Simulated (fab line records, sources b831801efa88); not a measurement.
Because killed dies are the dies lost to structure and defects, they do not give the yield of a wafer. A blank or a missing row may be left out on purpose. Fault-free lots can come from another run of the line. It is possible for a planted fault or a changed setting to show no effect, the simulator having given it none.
Lot-split experiment :: flow gf180mcu :: 23 wafers read from 5 lots, route of 602 steps

THE SPLIT ITSELF
At GF_VT_IMPLANT_COAT_02 (resist thk 1000 nm), the setting resistThkNm was moved away from the recipe's 1000 nm on 9 of the 23 wafers read, by -3.8% to +4.4%. This setting was run at the recipe's value on the other wafers.

The reading comes from the split's own step.

THE READING
NOVOLAK_of_VT_IMPLANT_COAT_02.thkNm (the simulator's own value, which no gauge read), in nm, at GF_VT_IMPLANT_COAT_02 (resist thk 1000 nm). There is no usual value for it anywhere in the file. Here, 14 wafers ran the recipe; their average is 1002.8 nm with a standard deviation of 2.2 nm.

wafer: L074.1
tool, chamber at the split: lithoTrack-03, 0
resistThkNm as run, nm: 1000
against the recipe: recipe
NOVOLAK_of_VT_IMPLANT_COAT_02.thkNm, nm: 1002
against lot-mates on the recipe: -

wafer: L074.2
tool, chamber at the split: lithoTrack-03, 0
resistThkNm as run, nm: 1000
against the recipe: recipe
NOVOLAK_of_VT_IMPLANT_COAT_02.thkNm, nm: 1002
against lot-mates on the recipe: -

wafer: L074.3
tool, chamber at the split: lithoTrack-03, 0
resistThkNm as run, nm: 1000
against the recipe: recipe
NOVOLAK_of_VT_IMPLANT_COAT_02.thkNm, nm: 1002
against lot-mates on the recipe: -

wafer: L074.4
tool, chamber at the split: lithoTrack-03, 0
resistThkNm as run, nm: 1000
against the recipe: recipe
NOVOLAK_of_VT_IMPLANT_COAT_02.thkNm, nm: 1000
against lot-mates on the recipe: -

wafer: L074.6
tool, chamber at the split: lithoTrack-03, 0
resistThkNm as run, nm: 1000
against the recipe: recipe
NOVOLAK_of_VT_IMPLANT_COAT_02.thkNm, nm: 997.8
against lot-mates on the recipe: -

wafer: L076.1
tool, chamber at the split: lithoTrack-03, 0
resistThkNm as run, nm: 1000
against the recipe: recipe
NOVOLAK_of_VT_IMPLANT_COAT_02.thkNm, nm: 1005
against lot-mates on the recipe: -

wafer: L076.2
tool, chamber at the split: lithoTrack-03, 0
resistThkNm as run, nm: 1044
against the recipe: +4.4%
NOVOLAK_of_VT_IMPLANT_COAT_02.thkNm, nm: 1051
against lot-mates on the recipe: +46.5

wafer: L076.4
tool, chamber at the split: lithoTrack-03, 0
resistThkNm as run, nm: 1044
against the recipe: +4.4%
NOVOLAK_of_VT_IMPLANT_COAT_02.thkNm, nm: 1048
against lot-mates on the recipe: +43.5

wafer: L076.5
tool, chamber at the split: lithoTrack-03, 0
resistThkNm as run, nm: 1000
against the recipe: recipe
NOVOLAK_of_VT_IMPLANT_COAT_02.thkNm, nm: 1004
against lot-mates on the recipe: -

wafer: L076.6
tool, chamber at the split: lithoTrack-03, 0
resistThkNm as run, nm: 1044
against the recipe: +4.4%
NOVOLAK_of_VT_IMPLANT_COAT_02.thkNm, nm: 1049
against lot-mates on the recipe: +44.5

wafer: L077.1
tool, chamber at the split: lithoTrack-02, 0
resistThkNm as run, nm: 1000
against the recipe: recipe
NOVOLAK_of_VT_IMPLANT_COAT_02.thkNm, nm: 1003
against lot-mates on the recipe: -

wafer: L077.5
tool, chamber at the split: lithoTrack-02, 0
resistThkNm as run, nm: 1000
against the recipe: recipe
NOVOLAK_of_VT_IMPLANT_COAT_02.thkNm, nm: 1002
against lot-mates on the recipe: -

wafer: L077.6
tool, chamber at the split: lithoTrack-02, 0
resistThkNm as run, nm: 1000
against the recipe: recipe
NOVOLAK_of_VT_IMPLANT_COAT_02.thkNm, nm: 1004
against lot-mates on the recipe: -

wafer: L078.1
tool, chamber at the split: lithoTrack-02, 0
resistThkNm as run, nm: 1043
against the recipe: +4.3%
NOVOLAK_of_VT_IMPLANT_COAT_02.thkNm, nm: 1050
against lot-mates on the recipe: +46.0

wafer: L078.2
tool, chamber at the split: lithoTrack-02, 0
resistThkNm as run, nm: 1000
against the recipe: recipe
NOVOLAK_of_VT_IMPLANT_COAT_02.thkNm, nm: 1005
against lot-mates on the recipe: -

wafer: L078.4
tool, chamber at the split: lithoTrack-02, 0
resistThkNm as run, nm: 1000
against the recipe: recipe
NOVOLAK_of_VT_IMPLANT_COAT_02.thkNm, nm: 1003
against lot-mates on the recipe: -

wafer: L078.5
tool, chamber at the split: lithoTrack-02, 0
resistThkNm as run, nm: 1043
against the recipe: +4.3%
NOVOLAK_of_VT_IMPLANT_COAT_02.thkNm, nm: 1048
against lot-mates on the recipe: +44.0

wafer: L078.6
tool, chamber at the split: lithoTrack-02, 0
resistThkNm as run, nm: 1043
against the recipe: +4.3%
NOVOLAK_of_VT_IMPLANT_COAT_02.thkNm, nm: 1046
against lot-mates on the recipe: +42.0

wafer: L080.2
tool, chamber at the split: lithoTrack-02, 0
resistThkNm as run, nm: 962
against the recipe: -3.8%
NOVOLAK_of_VT_IMPLANT_COAT_02.thkNm, nm: 966.1
against lot-mates on the recipe: -38.9

wafer: L080.3
tool, chamber at the split: lithoTrack-02, 0
resistThkNm as run, nm: 1000
against the recipe: recipe
NOVOLAK_of_VT_IMPLANT_COAT_02.thkNm, nm: 1007
against lot-mates on the recipe: -

wafer: L080.4
tool, chamber at the split: lithoTrack-02, 0
resistThkNm as run, nm: 962
against the recipe: -3.8%
NOVOLAK_of_VT_IMPLANT_COAT_02.thkNm, nm: 965.7
against lot-mates on the recipe: -39.3

wafer: L080.5
tool, chamber at the split: lithoTrack-02, 0
resistThkNm as run, nm: 1000
against the recipe: recipe
NOVOLAK_of_VT_IMPLANT_COAT_02.thkNm, nm: 1003
against lot-mates on the recipe: -

wafer: L080.6
tool, chamber at the split: lithoTrack-02, 0
resistThkNm as run, nm: 962
against the recipe: -3.8%
NOVOLAK_of_VT_IMPLANT_COAT_02.thkNm, nm: 966.8
against lot-mates on the recipe: -38.2

THE FIT
A straight line over all 23 wafers: NOVOLAK_of_VT_IMPLANT_COAT_02.thkNm changes by +10.2 nm for each +1% of resistThkNm; r = +1.00; the points scatter about the line by 2.1 nm.
The same after taking each lot's own level away (the mean of its wafers on the recipe; 23 wafers): +10.2 nm for each +1%; r = +1.00; scatter 1.4 nm.
That fit puts the effect of the largest move of resistThkNm on the reading at 45 nm.
The span of the lots' own levels, 1000.76 to 1005.00 nm, comes to 2.0 times the standard deviation stated above.
The two slopes are in agreement: the lot-to-lot level therefore moves the slope only a little.
Check: for one of the wafers moved furthest among these (+4.4%), held out of the fit, the line's prediction against its lot-mates is +44.7 nm. It came out at +46.5 nm against them.

THE OTHER SPLITS THESE WAFERS WENT THROUGH
Other splits were also applied to these wafers ahead of the reading. Each is held against what the fit with the lots' levels taken away leaves over:
other split on the same wafers: GF_STI_COAT_07 resistThkNm
wafers away from the commonest value: 11
r with NOVOLAK_of_VT_IMPLANT_COAT_02.thkNm (lot level and that fit taken away): -0.11

other split on the same wafers: GF_STI_PEB_10 pebTimeS
wafers away from the commonest value: 6
r with NOVOLAK_of_VT_IMPLANT_COAT_02.thkNm (lot level and that fit taken away): -0.22

other split on the same wafers: GF_STI_CVD_23 sih4FlowSccm
wafers away from the commonest value: 8
r with NOVOLAK_of_VT_IMPLANT_COAT_02.thkNm (lot level and that fit taken away): -0.26

other split on the same wafers: GF_STI_OXIDATION_29 oxTimeS
wafers away from the commonest value: 15
r with NOVOLAK_of_VT_IMPLANT_COAT_02.thkNm (lot level and that fit taken away): -0.02

other split on the same wafers: GF_NWELL_EXPOSE_04 doseMj
wafers away from the commonest value: 4
r with NOVOLAK_of_VT_IMPLANT_COAT_02.thkNm (lot level and that fit taken away): -0.30

other split on the same wafers: GF_NWELL_STRIP_10 o2FlowSccm
wafers away from the commonest value: 8
r with NOVOLAK_of_VT_IMPLANT_COAT_02.thkNm (lot level and that fit taken away): +0.37

other split on the same wafers: GF_LVPWELL_STRIP_10 pressureMtorr
wafers away from the commonest value: 15
r with NOVOLAK_of_VT_IMPLANT_COAT_02.thkNm (lot level and that fit taken away): -0.02

other split on the same wafers: GF_MVSD_STRIP_10 powerW
wafers away from the commonest value: 7
r with NOVOLAK_of_VT_IMPLANT_COAT_02.thkNm (lot level and that fit taken away): -0.09

THE WHOLE CHAIN: every reading that the file lists as answering this split, in the file's order
step: GF_VT_IMPLANT_COAT_02
what it does: resist thk 1000 nm
reading: NOVOLAK_of_VT_IMPLANT_COAT_02.thkNm (the simulator's own value, which no gauge read)
change (the file's fit): +10.2 nm for each +1% of the setting
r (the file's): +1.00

step: GF_VT_IMPLANT_STRIP_09
what it does: strips in O2/N2
reading: stripTimeToEndpointS
change (the file's fit): withheld for each +1% of the setting
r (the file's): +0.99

THE FILE'S OWN FIT
NOVOLAK_of_VT_IMPLANT_COAT_02.thkNm changes by +10.2 nm for each +1% of resistThkNm, r = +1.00.
